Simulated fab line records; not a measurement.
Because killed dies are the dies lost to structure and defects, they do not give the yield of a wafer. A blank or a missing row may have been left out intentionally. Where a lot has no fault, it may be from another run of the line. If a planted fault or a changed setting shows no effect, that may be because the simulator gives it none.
Which of the tools did it? | flow gf180mcu | 12 lots with 36 wafers sampled at 3 steps, on a route of 602 steps

WHAT THE GAUGES SHOWED, per wafer
GF_VT_IMPLANT_OVL_MEAS_40. Usual: VT_IMPLANT_03_OVL gives -0.7 nm (standard deviation 1.3).
lot  | measured     | on         | VT_IMPLANT_03_OVL (nm) | flag
L268 | day 7 18:03  | overlay-01 | -0.3 -0.1 0.5          |
L270 | day 8 07:25  | overlay-02 | -1.3 -1.2 -0.2         |
L271 | day 8 14:13  | overlay-02 | -1.9 -0.3 -2.7         |
L273 | day 9 03:43  | overlay-01 | -0.2 0.0 -1.1          |
L274 | day 9 13:44  | overlay-01 | 0.7 1.2 0.5            |
L275 | day 9 18:31  | overlay-02 | 1.0 -0.3 1.2           |
L284 | day 12 08:16 | overlay-02 | 0.0 -0.6 -1.5          |
L286 | day 12 22:34 | overlay-02 | -4.0 -2.5 -0.9         |
L287 | day 13 07:43 | overlay-02 | 0.6 0.8 1.6            |
L288 | day 13 12:35 | overlay-02 | -0.9 -0.1 -0.7         |
L289 | day 13 17:23 | overlay-02 | -3.8 -0.6 -1.6         |
L290 | day 14 02:27 | overlay-02 | -2.0 -0.6 -1.7         |

WHAT TOOL EACH LOT RAN ON (gives the tool, then ch and the chambers of the sampled wafers, and finally the start)
lot  | GF_LVPWELL_STRIP_10                 | GF_VT_IMPLANT_STRIP_31
L268 | plasma-asher-04 ch 0,1, day 4 01:38 | plasma-asher-02 ch 0,1, day 7 01:50
L270 | plasma-asher-03 ch 0,1, day 4 12:51 | plasma-asher-01 ch 0,1, day 7 15:08
L271 | plasma-asher-01 ch 0,1, day 4 18:38 | plasma-asher-03 ch 0,1, day 7 21:07
L273 | plasma-asher-01 ch 0,1, day 5 04:30 | plasma-asher-01 ch 0,1, day 8 10:44
L274 | plasma-asher-03 ch 0,1, day 5 13:21 | plasma-asher-02 ch 0,1, day 8 20:39
L275 | plasma-asher-01 ch 0,1, day 5 16:31 | plasma-asher-03 ch 0,1, day 9 00:50
L284 | plasma-asher-04 ch 0,1, day 7 20:10 | plasma-asher-01 ch 0,1, day 11 13:29
L286 | plasma-asher-03 ch 0,1, day 8 08:23 | plasma-asher-03 ch 1, day 12 03:30
L287 | plasma-asher-04 ch 0,1, day 8 15:12 | plasma-asher-02 ch 0,1, day 12 11:23
L288 | plasma-asher-03 ch 0,1, day 8 19:24 | plasma-asher-01 ch 0,1, day 12 16:29
L289 | plasma-asher-03 ch 0,1, day 8 23:53 | plasma-asher-01 ch 0,1, day 12 21:09
L290 | plasma-asher-01 ch 0,1, day 9 07:55 | plasma-asher-01 ch 0, day 13 06:33
- GF_LVPWELL_STRIP_10: strips in O2/N2.
- GF_VT_IMPLANT_STRIP_31: strips in O2/N2.

WHAT THE TOOLS THEMSELVES READ (means of the sampled wafers that have a number; where no wafer has one, the mark that the record gives instead)
GF_LVPWELL_STRIP_10. Usual: chamber-pressure-mTorr 1500.1 mTorr, standard deviation 1.3; drypump-motor-current-A 5.7 A, standard deviation 0.36; heater-power-w 340 W, standard deviation 44; oes-product-au 0.722 a.u., standard deviation 0.0043; strip-time-to-endpoint-s 37.01 s, standard deviation 0.093.
lot  | tool            | chamber-pressure-mTorr (mTorr) | drypump-motor-current-A (A) | heater-power-w (W) | oes-product-au (a.u.) | strip-time-to-endpoint-s (s) | flag
L268 | plasma-asher-04 | 1499.2                         | 5.8                         | 314                | 0.722                 | 36.97                        |
L270 | plasma-asher-03 | 1499.9                         | 6.0                         | 387                | 0.723                 | 37.04                        |
L271 | plasma-asher-01 | 1499.9                         | 5.3                         | 359                | 0.725                 | 36.90                        |
L273 | plasma-asher-01 | 1500.2                         | 5.4                         | 338                | 0.722                 | 36.88                        |
L274 | plasma-asher-03 | 1500.1                         | 6.0                         | 386                | 0.718                 | 37.11                        |
L275 | plasma-asher-01 | 1499.7                         | 5.4                         | 336                | 0.723                 | 37.02                        |
L284 | plasma-asher-04 | 1499.4                         | 5.5                         | 290                | 0.723                 | 37.05                        |
L286 | plasma-asher-03 | 1499.5                         | 5.9                         | 387                | 0.722                 | 37.07                        |
L287 | plasma-asher-04 | 1499.0                         | 5.8                         | 308                | 0.722                 | 37.00                        |
L288 | plasma-asher-03 | 1501.5                         | 5.9                         | 371                | 0.722                 | 37.00                        |
L289 | plasma-asher-03 | 1500.1                         | 6.0                         | 387                | 0.723                 | 37.02                        |
L290 | plasma-asher-01 | 1501.1                         | 5.4                         | 338                | 0.719                 | 37.09                        |

GF_VT_IMPLANT_STRIP_31. Usual: chamber-pressure-mTorr 1500.1 mTorr, standard deviation 1.2; drypump-motor-current-A 5.8 A, standard deviation 0.35; heater-power-w 367 W, standard deviation 30; oes-product-au 0.716 a.u., standard deviation 0.0047; strip-time-to-endpoint-s 12.64 s, standard deviation 0.034.
lot  | tool            | chamber-pressure-mTorr (mTorr) | drypump-motor-current-A (A) | heater-power-w (W) | oes-product-au (a.u.) | strip-time-to-endpoint-s (s) | flag
L268 | plasma-asher-02 | 1500.7                         | 6.2                         | 377                | 0.716                 | 12.63                        |
L270 | plasma-asher-01 | 1501.2                         | 5.3                         | 337                | 0.715                 | 12.59                        |
L271 | plasma-asher-03 | 1501.1                         | 5.9                         | 371                | 0.723                 | 12.62                        |
L273 | plasma-asher-01 | 1499.8                         | 5.4                         | 334                | 0.718                 | 12.69                        |
L274 | plasma-asher-02 | 1500.0                         | 6.0                         | 363                | 0.718                 | 12.61                        |
L275 | plasma-asher-03 | 1500.3                         | 6.0                         | 395                | 0.713                 | 12.63                        |
L284 | plasma-asher-01 | 1499.4                         | 5.4                         | 336                | 0.720                 | 12.71                        |
L286 | plasma-asher-03 | 1501.3                         | 5.9                         | 353                | 0.708                 | 12.68                        |
L287 | plasma-asher-02 | 1499.4                         | 6.0                         | 371                | 0.714                 | 12.63                        |
L288 | plasma-asher-01 | 1498.9                         | 5.3                         | 349                | 0.715                 | 12.66                        |
L289 | plasma-asher-01 | 1500.6                         | 5.3                         | 358                | 0.715                 | 12.66                        |
L290 | plasma-asher-01 | 1499.9                         | 5.5                         | 321                | 0.718                 | 12.67                        |

THE ANSWER, worked out from the rows above alone
Rule: a lot is off if the mean of its wafers that have a number lies more than 3 standard deviations from the usual mean. A lot without any number at a reading at which 4 lots or more have one is off too. All remaining lots with rows at the step are treated as sound. Order of review: gauges by route order, followed by the tools' own readings, for which a lot's mean as printed above is used. At the first step where some lot is off, the reading lying furthest off is the one used; lots without a number count as furthest.
No lot is off on any of the readings shown, so nothing can be concluded from this.

WHAT HAD BEEN PUT IN BY THE SIMULATOR
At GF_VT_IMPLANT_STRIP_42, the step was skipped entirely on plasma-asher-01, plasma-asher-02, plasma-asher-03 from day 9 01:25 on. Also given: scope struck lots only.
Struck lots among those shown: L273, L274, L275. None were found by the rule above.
